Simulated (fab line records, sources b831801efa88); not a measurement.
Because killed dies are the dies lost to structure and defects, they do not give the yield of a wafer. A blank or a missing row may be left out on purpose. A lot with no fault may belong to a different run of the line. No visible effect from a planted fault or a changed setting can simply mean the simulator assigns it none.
2 desks, one fault :: flow gf180mcu :: every desk sees just its own numbers, and what lay behind them comes last

== AT THE TOOL OWNER'S DESK: litho track-04 ==
The tool's own readings at GF_PASSIVATION_DEVELOP_10 (develop time 60 s): means of the sampled wafers that have a number, for each lot that ran on this tool. Any lot whose mean is over 4 standard deviations away from the usual mean is out of limits and marked OUT; that distance is given in the brackets.
Columns: A = developer temp C at GF_PASSIVATION_DEVELOP_10, usual 23.03 C
lot: L853
first seen here: day 28 23:00
A: 22.98

lot: L862
first seen here: day 31 14:00
A: 22.17 (-7.8) OUT

lot: L865
first seen here: day 32 13:00
A: 22.23 (-7.3) OUT
Finding of this desk: L862, L865 out of limits; the first was L862 at day 31 14:00, on developer temp C at GF_PASSIVATION_DEVELOP_10. L853: within limits.

== FROM THE METROLOGY DESK ==
What the gauges read, lot by lot, whatever tool the lot ran on: means of the sampled wafers that have a number. Any lot whose mean is over 4 standard deviations away from the usual mean is out of limits and marked OUT; that distance is given in the brackets.
Columns: A = MIM_ALCU_THK at GF_MIM_THK_MEAS_11, usual 196.7 nm
lot: L853
first seen here: day 24 13:41
A: 195.7

lot: L854
first seen here: day 24 20:42
A: 193.8

lot: L855
first seen here: day 25 08:45
A: 197.2

lot: L856
first seen here: day 25 13:38
A: 198.2

lot: L862
first seen here: day 27 12:50
A: 196.7

lot: L864
first seen here: day 28 08:59
A: 198.1

lot: L865
first seen here: day 28 14:05
A: 195.2

lot: L866
first seen here: day 28 18:59
A: 196.8

lot: L867
first seen here: day 29 02:40
A: 200.3

lot: L868
first seen here: day 29 09:37
A: 193.9

lot: L869
first seen here: day 29 15:08
A: 193.0

lot: L870
first seen here: day 30 03:57
A: 196.7

lot: L874
first seen here: day 31 02:40
A: 196.1
This desk found nothing out of limits on any of the 13 lots.

== ALL TOGETHER ==
The tool owner's desk had the chance to raise an alarm at day 31 14:00 on L862, L865.
Metrology desk: nothing out of limits seen.
The metrology desk has L862, L865 on record, within its limits.
The lots listed all ran GF_PASSIVATION_DEVELOP_10 on litho track-04.

== WHAT THE SIMULATOR PUT IN ==
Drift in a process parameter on litho track-04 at GF_PASSIVATION_DEVELOP_10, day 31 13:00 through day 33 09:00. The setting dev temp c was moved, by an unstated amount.
Lots struck among those shown: L862, L865.
How many hours passed from the start of the fault until each desk's first out-of-limits reading: the tool owner's desk, 1.
